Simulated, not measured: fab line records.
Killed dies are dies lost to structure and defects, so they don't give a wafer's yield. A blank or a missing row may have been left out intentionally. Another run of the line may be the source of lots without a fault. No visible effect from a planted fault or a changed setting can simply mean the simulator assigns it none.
The same fault as seen by 2 desks	flow gf180mcu	numbers are kept per desk, each desk with only its own; the story behind them comes last

== TOOL OWNER'S DESK, rie-si-02 ==
The tool's own readings at GF_STI_ETCH_14 (etches Si in HBr/Cl2/O2, target depth 360 nm, time 102.9 s): means of the sampled wafers that have a number, for each lot that ran on this tool. The brackets show how far a lot's mean lies from the usual mean; more than 4 standard deviations puts the lot out of limits, marked OUT.
Columns: A = O2_flow_sccm at GF_STI_ETCH_14, usual 6.000 sccm; B = drypump-motor-current-A at GF_STI_ETCH_14, usual 5.5 A; C = oes-product-au at GF_STI_ETCH_14, usual 0.998 a.u.; D = throttle-valve-pct at GF_STI_ETCH_14, usual 25.658 %
lot	first seen here	A	B	C	D
L768	day 2 02:17	5.990	5.9	0.995	25.660
L773	day 3 02:31	6.002	5.8	1.004	25.660
L787	day 6 03:26	5.992	5.8	1.007	25.660
L788	day 6 09:44	6.003	5.7	1.004	25.663
L791	day 6 23:19	5.997	5.6	1.016	25.640
Finding of this desk: none of the 5 lots has anything out of limits.

== METROLOGY DESK ==
What the gauges read for every lot (on any tool): the sampled wafers with a number, averaged. The brackets show how far a lot's mean lies from the usual mean; more than 4 standard deviations puts the lot out of limits, marked OUT.
Columns: A = cd-nm at GF_M5_CD_MEAS_07, usual 280.3 nm; B = V5_W_RS at GF_V5_RS_MEAS_24, usual 0.325 ohm/sq
lot	first seen here	A	B
L768	day 26 07:28	281.9	0.328
L769	day 27 02:49	279.5	0.329
L770	day 27 04:22	280.6	0.328
L773	day 28 07:19	279.6	0.330
L780	day 30 00:09	280.4	0.317
L783	day 30 17:25	279.8	0.329
L784	day 31 03:44	279.3	0.330
L787	day 31 17:01	280.9	0.324
L788	day 32 03:16	281.0	0.320
L789	day 32 08:37	282.8	0.318
L790	day 32 10:40	280.2	0.318
L791	day 32 15:32	281.6	0.330
Finding of this desk: none of the 12 lots has anything out of limits.

== PUT TOGETHER ==
The tool owner's desk saw nothing out of limits.
The metrology desk saw nothing out of limits.

== WHAT THE SIMULATOR HAD PUT IN ==
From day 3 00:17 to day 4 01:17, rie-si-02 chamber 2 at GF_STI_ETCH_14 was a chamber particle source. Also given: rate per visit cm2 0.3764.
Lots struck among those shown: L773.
